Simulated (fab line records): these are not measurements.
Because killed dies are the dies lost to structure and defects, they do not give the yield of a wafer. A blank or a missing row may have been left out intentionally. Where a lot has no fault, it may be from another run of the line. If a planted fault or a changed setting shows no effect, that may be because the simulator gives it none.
Code-filled problem report in 8D (eight disciplines) form / flow gf180mcu / the parts of the form that need people (team, actions taken, sign-off) are left out

== 1. WHAT WENT WRONG ==
run_length_s at GF_M2_METAL_ETCH_16 reads a mean of 128.5 s on 3 wafers of 2 lots; wafers without a fault read 132.7 s with a standard deviation of 0.35. Measured from the usual mean, that is -12 standard deviations.
The step: etches the open film in Cl2/BCl3, stops on SiO2, target depth 627.5 nm, time 104.6 s.
Earliest sighting: wafer L990.2 on rie_metal-02 at day 25 07:10. The record has a number at this step for 36 wafers belonging to 12 lots. Rule for "out", or "out of limits": more than 4 standard deviations from the usual mean. The other wafers with a number count as sound.

== 2. WHAT IT IS AND WHAT IT IS NOT ==
question=which readings at this step | is=run_length_s | is not=drypump_motor_current_A
question=which lots | is=L990, L991 | is not=L975, L978, L979, L981, L984, L985, L988, L992, L995, L996
question=which wafers of those lots | is=L990.2, L990.6, L991.4 | is not=L990.1, L991.1, L991.5
question=read on which tools | is=rie_metal-02 | is not=rie_metal-01, rie_metal-04
question=when | is=from day 25 07:10 | is not=up to then (22 sound wafers); but 11 sound wafers of L991, L992, L995, L996 came after

== 3. WHAT RULES OUT EACH SUSPECT ==
Counting: a tool at a process step up to the reading stays a suspect if it ran every lot that is out. Sound lots after the first of them don't rule it out here, since some wafers of a struck lot are sound.
- pvd_sputter-03 at GF_M1_SPUTTER_00 (material Ti, target thk 37.5 nm, time 150 s): kept. It processed each lot that is out (first: L990, day 22 08:21); up to then, its last sound lot is L985 (day 20 21:52).
- rie_metal-02 at GF_M2_METAL_ETCH_16 (etches the open film in Cl2/BCl3, stops on SiO2, target depth 627.5 nm, time 104.6 s): kept. It processed each lot that is out (first: L990, day 25 07:10); up to then, its last sound lot is L985 (day 23 22:27). On those wafers its own readings are out: run_length_s.
After counting, pvd_sputter-03 at GF_M1_SPUTTER_00 and rie_metal-02 at GF_M2_METAL_ETCH_16 remain.

== 4. THE CAUSE (what the simulator had put in) ==
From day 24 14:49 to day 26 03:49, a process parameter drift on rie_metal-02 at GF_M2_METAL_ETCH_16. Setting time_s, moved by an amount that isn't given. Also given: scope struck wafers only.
Of the 2 suspects that counting leaves, this tool is one.

== 5. SEQUENCE OF EFFECTS, ordered by route ==
One row per reading whose mean, taken over the struck wafers that have a number, lies over 3 standard deviations from the usual. Only readings whose record carries a usual standard deviation are examined. hours: median over the lots of the time between each lot's start at the first step of this table that gives one and its start at this step. sigmas: the change, counted in usual standard deviations.
hours=0; step=GF_M2_METAL_ETCH_16; reading=run_length_s; usual=132.7 s; on struck wafers=128.5; change=-4.2; sigmas=-12
The process steps in it:
- GF_M2_METAL_ETCH_16: etches the open film in Cl2/BCl3, stops on SiO2, target depth 627.5 nm, time 104.6 s.

== 6. WHAT WOULD HAVE CAUGHT IT SOONER ==
First out-of-limits reading in this record: day 25 07:10, which is 16 hours after fault onset at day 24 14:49.
